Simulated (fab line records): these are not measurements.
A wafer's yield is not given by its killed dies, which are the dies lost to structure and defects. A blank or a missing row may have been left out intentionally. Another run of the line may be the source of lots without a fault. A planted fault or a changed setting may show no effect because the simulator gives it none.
fab line records | flow gf180mcu | part 1 of 2: steps 1 to 27 of 37
record: lots: 5 wafers: 15 last-day: 34
route steps=602 shown STI@13 DNWELL@32 NWELL@42
lots with no fault: from the same line, run without faults
start-h: hours from the record's first day to the start of the lot's first wafer shown | wait-h: time in hours since the lot's previous step | " unchanged from the row above | L1.1+2: a single row standing in for several wafers | - value missing, or start not given | * or withheld: withheld | < > ~ a bound
route shown NAME@n: a module of which the file shows steps, and the number in the route of the first | usual: the fault-free wafers' mean and standard deviation | same: alike in all rows | chamber/n: place in a boat | sites: the reading at each site | _std_site: how widely they spread, as a standard deviation | _edge_site: the outer-site mean with the inner-site mean subtracted | radius-mm: how far each site lies from the wafer's centre | mask NAME#n: copy n | behind: the last tool/chamber to shape the wafer | hold: cause of the lot's hold/its duration in hours/its outcome | device: whichever transistor did not switch (one of n, p or np) | end of line: the route-end tests of the same wafers | a step given without rows: its recipe and nothing more | killed: at the first sort, the dies lost to defects and structure; wafer yield is something else | map: shows each die of a wafer: x if killed, . if not, _ if none is there
set.NAME: the run value of the setting; set.NAME@STEP: its run value at that earlier step | model.NAME: the simulator's own value behind a step, which no gauge read
lots seen at some steps along the route; tables by step, rows by wafer
services: from which hour (start-h, from the record's first day; less than 0 if before it) a tool's chamber was out of use, for how many hours, and why
== steps ==
step: GF_STI_CD_MEAS_12
recipe: target-cd-nm: 220
usual: cd-nm: 219.8/1.2
columns lot.wafer tool chamber start-h wait-h cd-nm
L077.1 cd-sem-02 - 40.78 0.1 218.7
L077.2 " - " " 218.9
L077.5 " - " " 218.6
L083.1 cd-sem-01 - 72.58 0.1 221.2
L083.2 " - " " 219.9
L083.6 " - " " 220.9
L090.3 cd-sem-02 - 107.32 0.1 220.4
L090.5 " - " " 219.4
L090.6 " - " " 220.3
L096.1 cd-sem-02 - 143.75 0.1 220.0
L096.3 " - " " 218.7
L096.5 " - " " 218.6
L097.2 cd-sem-02 - 147.40 0.1 219.5
L097.5 " - " " 219.2
L097.6 " - " " 218.6
step: GF_STI_ETCH_13
recipe: chemistry: CHF3/O2 stop-on: Si over-etch-frac: 0.3 target-depth-a: 2823.1 source-w: 600 bias-w: 200 pressure-mtorr: 40 chf3-flow-sccm: 50 O2_flow_sccm: 5 time-s: 112.9
usual: bias-w: 200.1/0.62 chamber-pressure-mTorr: 40.00/0.037 drypump-motor-current-A: 5.7/0.53 oes-product-au: 0.836/0.005 throttle-valve-pct: 8.810/0.0086
columns lot.wafer tool chamber start-h wait-h bias-w chamber-pressure-mTorr drypump-motor-current-A oes-product-au rf-hours-counter-h throttle-valve-pct
L077.1 rie-diel-03 1 40.90 0.1 200.2 39.97 6.2 0.841 138 8.814
L077.2 " 2 " " 201.5 40.06 5.8 0.833 86 8.818
L077.5 " 1 " " 199.8 40.06 6.2 0.831 - 8.814
L083.1 rie-diel-04 3 72.70 0.1 199.6 39.95 5.6 0.829 159 8.811
L083.2 " 2 " " 200.2 40.03 5.7 0.835 142 8.817
L083.6 " 0 " " 200.3 39.94 6.4 0.836 - 8.804
L090.3 rie-diel-03 3 107.40 0.1 198.7 39.89 4.6 0.836 143 8.818
L090.5 " 1 " " 198.9 40.00 6.2 0.844 - 8.812
L090.6 " 3 " " 198.9 39.94 4.6 0.832 - 8.803
L096.1 rie-diel-01 3 143.87 0.1 199.5 39.98 5.5 0.843 110 8.806
L096.3 " 0 " " 198.7 39.95 5.6 0.834 104 8.802
L096.5 " 3 " " 200.0 40.00 5.5 0.843 - 8.800
L097.2 rie-diel-04 1 147.50 0.1 200.5 40.03 5.7 0.836 110 8.807
L097.5 " 3 " " 200.3 39.98 5.6 0.825 - 8.818
L097.6 " 1 " " 199.3 39.98 5.7 0.838 - 8.816
step: GF_STI_ETCH_14
recipe: target: Si chemistry: HBr/Cl2/O2 target-depth-nm: 360 icp-w: 600 bias-w: 150 pressure-mtorr: 15 HBr_flow_sccm: 150 Cl2_flow_sccm: 40 O2_flow_sccm: 6 time-s: 102.9
usual: bias-w: 150.0/0.44 chamber-pressure-mTorr: 14.999/0.014 drypump-motor-current-A: 5.7/0.48 mfc-cl2-sccm: 40.02/0.11 oes-product-au: 1.005/0.013 throttle-valve-pct: 25.652/0.013
columns lot.wafer tool chamber start-h wait-h bias-w chamber-pressure-mTorr drypump-motor-current-A mfc-cl2-sccm oes-product-au rf-hours-counter-h throttle-valve-pct
L077.1 rie-si-02 1 40.98 0.0 150.3 15.026 6.8 40.02 0.998 72 25.650
L077.2 " 0 " " 150.1 15.003 5.6 39.87 0.988 3 25.669
L077.5 " 0 " " 151.0 14.988 5.6 39.95 0.976 - 25.664
L083.1 rie-si-02 3 72.78 0.0 149.5 14.999 5.9 39.81 1.002 39 25.651
L083.2 " 1 " " 149.9 15.002 6.8 40.08 1.006 72 25.662
L083.6 " 0 " " 149.6 15.009 5.6 39.99 0.995 - 25.667
L090.3 rie-si-01 1 107.48 0.0 150.0 15.004 5.7 39.96 1.021 90 25.648
L090.5 " 1 " " 150.5 15.007 5.7 39.94 1.020 - 25.638
L090.6 " 3 " " 150.5 15.007 5.7 39.99 1.005 - 25.644
L096.1 rie-si-02 0 143.95 0.0 149.8 14.987 5.6 39.90 0.989 4 25.665
L096.3 " 2 " " 150.4 15.005 5.0 40.06 0.994 22 25.648
L096.5 " 2 " " 150.4 14.997 5.0 40.17 0.991 - 25.653
L097.2 rie-si-02 0 147.58 0.0 149.8 14.997 5.6 39.84 0.995 4 25.656
L097.5 " 1 " " 150.2 15.011 6.8 40.00 0.996 - 25.668
L097.6 " 0 " " 149.7 15.012 5.6 40.08 0.994 - 25.669
step: GF_STI_STRIP_15
recipe: chemistry: O2/N2 power-w: 1400 pressure-mtorr: 1500 platen-temp-c: 250 o2-flow-sccm: 3000 n2-flow-sccm: 300 overash-fraction: 0.5
usual: chamber-pressure-mTorr: 1500.1/1.1 drypump-motor-current-A: 5.6/0.38 heater-power-w: 323/31 oes-product-au: 0.383/0.0047 strip-time-to-endpoint-s: 3.71/0.055
same: overash-fraction: 0.5
columns lot.wafer tool chamber start-h wait-h chamber-pressure-mTorr drypump-motor-current-A heater-power-w oes-product-au rf-hours-counter-h strip-time-to-endpoint-s
L077.1 plasma-asher-03 0 41.06 0.0 1498.7 6.1 266 0.386 39 3.79
L077.2 " 1 " " 1500.2 5.7 324 0.378 39 3.66
L077.5 " 1 " " 1500.7 5.8 328 0.379 - 3.77
L083.1 plasma-asher-02 1 72.85 0.0 1500.1 5.0 375 0.377 19 3.69
L083.2 " 0 " " 1499.6 5.3 322 0.377 19 3.68
L083.6 " 1 " " 1499.8 5.0 370 0.387 - 3.76
L090.3 plasma-asher-01 1 107.59 0.1 1501.1 5.8 325 0.385 - 3.68
L090.5 " 1 " " 1498.8 5.8 335 0.384 - 3.74
L090.6 " 0 " " 1501.7 5.8 334 0.380 - 3.70
L096.1 plasma-asher-03 1 144.02 0.0 1499.6 5.8 335 0.384 49 3.74
L096.3 " 1 " " 1497.8 5.8 325 0.388 - 3.79
L096.5 " 0 " " 1498.4 6.1 267 0.382 - 3.73
L097.2 plasma-asher-02 1 147.65 0.0 1500.7 5.0 369 0.384 27 3.74
L097.5 " 1 " " 1499.9 5.0 365 0.381 - 3.79
L097.6 " 0 " " 1500.4 5.3 319 0.391 - 3.74
step: GF_STI_CLEAN_16
recipe: chemistry: dHF time-s: 25 dilution: 100:1
columns lot.wafer tool chamber start-h wait-h
L077.1+2+5 wet-bench-04 0 41.16 0.1
L083.1+2+6 wet-bench-04 2 72.95 0.1
L090.3+5+6 wet-bench-01 2 107.65 0.0
L096.1+3+5 wet-bench-01 3 144.12 0.1
L097.2+5+6 wet-bench-01 2 147.75 0.1
step: GF_STI_WET_ETCH_17
recipe: chemistry: H3PO4 target-depth-nm: 45 temp-c: 160 target: Si3N4 time-s: 514
columns lot.wafer tool chamber start-h wait-h
L077.1+2+5 wet-bench-01 2 41.17 0.0
L083.1+2+6 wet-bench-01 2 72.97 0.0
L090.3+5+6 wet-bench-03 3 107.67 0.0
L096.1+3+5 wet-bench-04 0 144.13 0.0
L097.2+5+6 wet-bench-03 3 147.77 0.0
step: GF_STI_CLEAN_18
recipe: chemistry: SC1/SC2 mix: 1:4:20 temp-c: 70 time-s: 150
columns lot.wafer tool chamber start-h wait-h
L077.1+2+5 wet-bench-03 3 41.50 0.0
L083.1+2+6 wet-bench-04 2 73.13 0.0
L090.3+5+6 wet-bench-01 0 107.82 0.0
L096.1+3+5 wet-bench-01 3 144.29 0.0
L097.2+5+6 wet-bench-04 0 147.92 0.0
step: GF_STI_CLEAN_19
recipe: chemistry: dHF time-s: 20 dilution: 100:1
columns lot.wafer tool chamber start-h wait-h
L077.1+2+5 wet-bench-04 2 41.55 0.0
L083.1+2+6 wet-bench-01 1 73.18 0.0
L090.3+5+6 wet-bench-03 3 107.88 0.0
L096.1+3+5 wet-bench-04 2 144.34 0.0
L097.2+5+6 wet-bench-01 2 147.97 0.0
step: GF_STI_WET_ETCH_20
recipe: chemistry: dHF dilution: 100:1 target-depth-nm: 20 temp-c: 25 dry: ipa-marangoni target: SiO2 time-s: 400
columns lot.wafer tool chamber start-h wait-h
L077.1+2+5 wet-bench-01 2 41.57 0.0
L083.1+2+6 wet-bench-04 1 73.20 0.0
L090.3+5+6 wet-bench-04 3 107.89 0.0
L096.1+3+5 wet-bench-01 2 144.35 0.0
L097.2+5+6 wet-bench-03 3 147.98 0.0
step: GF_STI_OXIDATION_21
recipe: temp-c: 1000 ambient: O2 stabilise-s: 600 purge-s: 300 target-thk-a: 150 ox-time-s: 458
usual: ox-temp-c: 999.9/0.45 spike-tc-bottom-C: 1020/4.2 spike-tc-centre-C: 1000.9/1.2
columns lot.wafer tool chamber start-h wait-h ox-temp-c spike-tc-bottom-C spike-tc-centre-C
L077.1 furnace-01 0 41.80 0.0 1000.1 1016 1001.4
L077.2 " 0 " " 999.8 1016 998.9
L077.5 " 0 " " 999.7 1015 1000.8
L083.1 furnace-02 0 73.80 0.5 999.6 1024 1000.6
L083.2 " 0 " " 1000.0 1025 1003.7
L083.6 " 0 " " 999.8 1024 1001.7
L090.3 furnace-01 0 108.01 0.0 1000.1 1014 999.2
L090.5 " 0 " " 1000.1 1015 999.9
L090.6 " 0 " " 999.7 1013 1001.2
L096.1 furnace-02 0 144.47 0.0 1000.6 1024 1001.5
L096.3 " 0 " " 999.9 1023 1001.6
L096.5 " 0 " " 1000.9 1024 1000.2
L097.2 furnace-02 0 148.24 0.1 999.7 1024 1001.9
L097.5 " 0 " " 999.3 1024 1001.8
L097.6 " 0 " " 1000.3 1023 1002.5
step: GF_STI_THK_MEAS_22
recipe: reads: SiO2_of_STI_OXIDATION_21
usual: STI_OXIDATION_01_THK: 15.00/0.21
columns lot.wafer tool chamber start-h wait-h STI_OXIDATION_01_THK[nm]
L077.1 film-metro-01 - 42.93 0.0 14.77
L077.2 " - " " 15.15
L077.5 " - " " 15.18
L083.1 film-metro-03 - 74.93 0.0 15.16
L083.2 " - " " 15.07
L083.6 " - " " 15.24
L090.3 film-metro-02 - 109.16 0.0 14.81
L090.5 " - " " 14.86
L090.6 " - " " 14.78
L096.1 film-metro-01 - 145.60 0.0 14.82
L096.3 " - " " 14.85
L096.5 " - " " 14.88
L097.2 film-metro-02 - 149.39 0.0 14.87
L097.5 " - " " 14.84
L097.6 " - " " 14.87
step: GF_STI_CVD_23
recipe: material: SiO2 target-thk-nm: 650 sigma-open-frac: 0.3 time-s: 108.3 temp-c: 600 sih4-flow-sccm: 60 pressure-mtorr: 6
columns lot.wafer tool chamber start-h wait-h
L077.1+2+5 hdpcvd-02 2,0,1 42.99 0.1
L083.1+2+6 hdpcvd-02 1,0,1 74.99 0.1
L090.3+5+6 hdpcvd-02 0,1,0 109.20 0.0
L096.1+3+5 hdpcvd-02 1,2,0 145.66 0.1
L097.2+5+6 hdpcvd-02 0,1,0 149.44 0.0
step: GF_STI_THK_MEAS_24
recipe: reads: SiO2_of_STI_CVD_23
usual: STI_CVD_23_THK: 646/7.1
columns lot.wafer tool chamber start-h wait-h STI_CVD_23_THK[nm]
L077.1 film-metro-02 - 43.07 0.0 632
L077.2 " - " " 648
L077.5 " - " " 639
L083.1 film-metro-01 - 75.08 0.1 649
L083.2 " - " " 648
L083.6 " - " " 638
L090.3 film-metro-01 - 109.29 0.1 655
L090.5 " - " " 646
L090.6 " - " " 654
L096.1 film-metro-02 - 145.73 0.0 644
L096.3 " - " " 640
L096.5 " - " " 648
L097.2 film-metro-03 - 149.52 0.0 648
L097.5 " - " " 649
L097.6 " - " " 655
step: GF_STI_CMP_25
recipe: stop-on: Si3N4 t-overpolish-s: 33 down-force-psi: 4 platen-rpm: 60 target-thk-nm: 524.6 pad-velocity-m-s: 0.94248
usual: motor-current-A: 12.7/1.3 overpolish-run-s: 33.000/0.0089 platen-rpm: 60.00/0.04 time-to-endpoint-s: 121/5.4
same: t-overpolish-s: 33
columns lot.wafer tool chamber start-h wait-h motor-current-A overpolish-run-s platen-rpm time-to-endpoint-s
L077.1 cmp-02 1 43.18 0.1 13.5 33.016 59.99 115
L077.2 " 3 " " 11.8 33.001 59.94 130
L077.5 " 0 " " 12.8 32.991 59.99 120
L083.2 cmp-02 0 75.19 0.1 12.7 32.996 60.06 122
L083.1 " 1 " " 13.8 33.004 60.01 120
L083.6 " 0 " " 12.6 33.003 60.03 120
L090.3 cmp-01 1 109.48 0.2 12.6 33.007 60.00 114
L090.5 " 2 " " 13.7 32.998 59.94 117
L090.6 " 3 " " 12.8 32.986 60.02 122
L096.3 cmp-01 1 145.91 0.1 12.8 32.998 60.04 112
L096.1 " 0 " " 9.7 32.999 60.03 115
L096.5 " 2 " " 13.9 33.010 60.00 112
L097.2 cmp-01 0 149.90 0.4 10.1 33.006 59.96 123
L097.6 " 1 " " 12.9 33.006 60.00 119
L097.5 " 2 " " 13.1 32.994 59.97 115
step: GF_STI_WET_ETCH_26
recipe: chemistry: dHF target-depth-nm: 94 target: SiO2 temp-c: 25 dilution: 10:1 time-s: 188
columns lot.wafer tool chamber start-h wait-h
L077.1+2+5 wet-bench-01 0 43.43 0.2
L083.1+2+6 wet-bench-04 3 75.44 0.1
L090.3+5+6 wet-bench-01 2 109.63 0.1
L096.1+3+5 wet-bench-04 0 146.21 0.1
L097.2+5+6 wet-bench-03 2 150.05 0.1
step: GF_STI_WET_ETCH_27
recipe: chemistry: H3PO4 target-depth-nm: 160 target: Si3N4 temp-c: 160 time-s: 1825
columns lot.wafer tool chamber start-h wait-h
L077.1+2+5 wet-bench-01 3 43.55 0.0
L083.1+2+6 wet-bench-03 1 75.50 0.0
L090.3+5+6 wet-bench-04 0 109.70 0.0
L096.1+3+5 wet-bench-03 0 146.27 0.0
L097.2+5+6 wet-bench-04 1 150.11 0.0
step: GF_STI_WET_ETCH_28
recipe: chemistry: dHF target-depth-nm: 20 dry: ipa-marangoni target: SiO2 temp-c: 25 dilution: 10:1 time-s: 40
columns lot.wafer tool chamber start-h wait-h
L077.1+2+5 wet-bench-03 0 44.58 0.0
L083.1+2+6 wet-bench-01 1 76.02 0.0
L090.3+5+6 wet-bench-03 3 110.21 0.0
L096.1+3+5 wet-bench-01 1 146.78 0.0
L097.2+5+6 wet-bench-04 1 150.63 0.0
step: GF_STI_OXIDATION_29
recipe: temp-c: 900 ambient: O2 stabilise-s: 600 purge-s: 300 target-thk-a: 100 ox-time-s: 1418
usual: ox-temp-c: 900.1/0.4 spike-tc-bottom-C: 918/4 spike-tc-centre-C: 900.7/1.1
columns lot.wafer tool chamber start-h wait-h ox-temp-c spike-tc-bottom-C spike-tc-centre-C
L077.1 furnace-02 0 44.70 0.1 899.4 924 899.0
L077.2 " 0 " " 900.7 925 902.2
L077.5 " 0 " " 899.7 924 903.3
L083.1 furnace-01 0 76.04 0.0 900.1 915 900.8
L083.2 " 0 " " 900.4 913 900.6
L083.6 " 0 " " 899.9 916 901.0
L090.3 furnace-01 0 110.23 0.0 900.4 914 901.2
L090.5 " 0 " " 900.0 916 900.5
L090.6 " 0 " " 899.9 916 900.0
L096.1 furnace-01 0 147.95 1.2 900.6 915 899.8
L096.3 " 0 " " 900.1 914 900.2
L096.5 " 0 " " 900.1 915 900.9
L097.2 furnace-02 0 153.01 2.4 900.0 924 900.3
L097.5 " 0 " " 900.2 925 901.7
L097.6 " 0 " " 900.1 923 900.5
step: GF_STI_THK_MEAS_30
recipe: reads: SiO2_of_STI_OXIDATION_29
usual: STI_OXIDATION_02_THK: 10.03/0.2
columns lot.wafer tool chamber start-h wait-h STI_OXIDATION_02_THK[nm]
L077.1 film-metro-01 - 46.10 0.0 9.94
L077.2 " - " " 9.85
L077.5 " - " " 9.95
L083.1 film-metro-03 - 77.43 0.0 10.43
L083.2 " - " " 10.47
L083.6 " - " " 10.40
L090.3 film-metro-02 - 111.65 0.0 10.03
L090.5 " - " " 10.14
L090.6 " - " " 10.09
L096.1 film-metro-01 - 149.36 0.0 10.04
L096.3 " - " " 10.13
L096.5 " - " " 10.14
L097.2 film-metro-02 - 154.42 0.0 9.95
L097.5 " - " " 10.09
L097.6 " - " " 9.87
step: GF_DNWELL_DEHYDRATE_00
recipe: temp-c: 200 time-s: 60
usual: heater-power-total-W: 160.36/0.12
columns lot.wafer tool chamber start-h wait-h heater-power-total-W
L077.1 litho-track-04 0 52.56 6.5 160.23
L077.2 " 0 " " 160.52
L077.5 " 0 " " 160.41
L083.1 litho-track-02 0 83.48 6.0 160.27
L083.2 " 0 " " 160.25
L083.6 " 0 " " 160.30
L090.3 litho-track-03 0 117.98 6.3 160.30
L090.5 " 0 " " 160.58
L090.6 " 0 " " 160.38
L096.1 litho-track-04 0 156.81 7.4 160.29
L096.3 " 0 " " 160.49
L096.5 " 0 " " 160.56
L097.2 litho-track-04 0 161.99 7.6 160.25
L097.5 " 0 " " 160.23
L097.6 " 0 " " 160.26
step: GF_DNWELL_HMDS_01
recipe: prime-time-s: 60 prime-temp-c: 120
columns lot.wafer tool chamber start-h wait-h
L077.1+2+5 litho-track-04 0 52.71 0.1
L083.1+2+6 litho-track-02 0 83.63 0.1
L090.3+5+6 litho-track-03 0 118.13 0.1
L096.1+3+5 litho-track-04 0 156.96 0.1
L097.2+5+6 litho-track-04 0 162.14 0.1
step: GF_DNWELL_COAT_02
recipe: spin-rpm: 2000 resist-thk-nm: 3000
usual: dispense-pressure-kPa: 51.8/1.4
columns lot.wafer tool chamber start-h wait-h dispense-pressure-kPa
L077.1 litho-track-04 0 52.86 0.1 50.6
L077.2 " 0 " " 50.6
L077.5 " 0 " " 50.6
L083.1 litho-track-02 0 83.78 0.1 52.1
L083.2 " 0 " " 52.1
L083.6 " 0 " " 52.1
L090.3 litho-track-03 0 118.28 0.1 53.9
L090.5 " 0 " " 53.9
L090.6 " 0 " " 53.8
L096.1 litho-track-04 0 157.11 0.1 50.6
L096.3 " 0 " " 50.6
L096.5 " 0 " " 50.6
L097.2 litho-track-04 0 162.29 0.1 50.6
L097.5 " 0 " " 50.6
L097.6 " 0 " " 50.6
step: GF_DNWELL_SOFTBAKE_03
recipe: temp-c: 110 time-s: withheld
usual: heater-power-total-W: 65.31/0.14
columns lot.wafer tool chamber start-h wait-h heater-power-total-W
L077.1 litho-track-04 0 53.01 0.1 65.17
L077.2 " 0 " " 65.32
L077.5 " 0 " " 65.24
L083.1 litho-track-02 0 83.93 0.1 65.25
L083.2 " 0 " " 65.24
L083.6 " 0 " " 65.36
L090.3 litho-track-03 0 118.45 0.1 65.41
L090.5 " 0 " " 65.38
L090.6 " 0 " " 65.36
L096.1 litho-track-04 0 157.26 0.1 65.20
L096.3 " 0 " " 65.23
L096.5 " 0 " " 65.25
L097.2 litho-track-04 0 162.44 0.1 65.37
L097.5 " 0 " " 65.57
L097.6 " 0 " " 65.17
step: GF_DNWELL_EXPOSE_04
recipe: mask-id: DNWELL target-cd-nm: 1700 na: 0.6 source-shape: conventional sigma-outer: 0.6 dose-mj: 260
usual: reticle-temp-C: 23.00/0.097
columns lot.wafer tool chamber start-h wait-h mask reticle-temp-C
L077.1 iline-stepper-02 0 - - DNWELL#0 22.83
L077.2 " 0 " " DNWELL#0 22.90
L077.5 " 0 " " DNWELL#0 23.06
L083.1 iline-stepper-02 0 - - DNWELL#0 22.92
L083.2 " 0 " " DNWELL#0 23.09
L083.6 " 0 " " DNWELL#0 23.05
L090.3 iline-stepper-01 0 - - DNWELL#0 22.95
L090.5 " 0 " " DNWELL#0 23.03
L090.6 " 0 " " DNWELL#0 23.06
L096.1 iline-stepper-01 0 - - DNWELL#0 23.04
L096.3 " 0 " " DNWELL#0 23.02
L096.5 " 0 " " DNWELL#0 23.06
L097.2 iline-stepper-02 0 - - DNWELL#0 22.99
L097.5 " 0 " " DNWELL#0 22.91
L097.6 " 0 " " DNWELL#0 22.98
step: GF_DNWELL_PEB_05
recipe: temp-c: 115 time-s: withheld
usual: heater-power-total-W: 69.36/0.13
columns lot.wafer tool chamber start-h wait-h heater-power-total-W
L077.1 litho-track-04 0 - - 69.51
L077.2 " 0 " " 69.50
L077.5 " 0 " " 69.33
L083.1 litho-track-03 0 - - 69.17
L083.2 " 0 " " 69.20
L083.6 " 0 " " 69.34
L090.3 litho-track-04 0 - - 69.49
L090.5 " 0 " " 69.22
L090.6 " 0 " " 69.50
L096.1 litho-track-03 0 - - 69.44
L096.3 " 0 " " 69.38
L096.5 " 0 " " 69.49
L097.2 litho-track-04 0 - - 69.41
L097.5 " 0 " " 69.45
L097.6 " 0 " " 69.52
step: GF_DNWELL_DEVELOP_06
recipe: wall-angle-deg: 90 develop-time-s: 60 dev-temp-c: 23
columns lot.wafer tool chamber start-h wait-h
L077.1+2+5 litho-track-04 0 - -
L083.1+2+6 litho-track-03 0 - -
L090.3+5+6 litho-track-04 0 - -
L096.1+3+5 litho-track-03 0 - -
L097.2+5+6 litho-track-04 0 - -
step: GF_DNWELL_IMPLANT_07
recipe: species: P energy-kev: 1500 dose-cm2: 1e+13 tilt-deg: 0
columns lot.wafer tool chamber start-h wait-h
L077.1+2+5 implanter-02 0 59.36 -
L083.1+2+6 implanter-03 0 91.08 -
L090.3+5+6 implanter-04 0 125.36 -
L096.1+3+5 implanter-04 0 165.63 -
L097.2+5+6 implanter-02 0 170.74 -
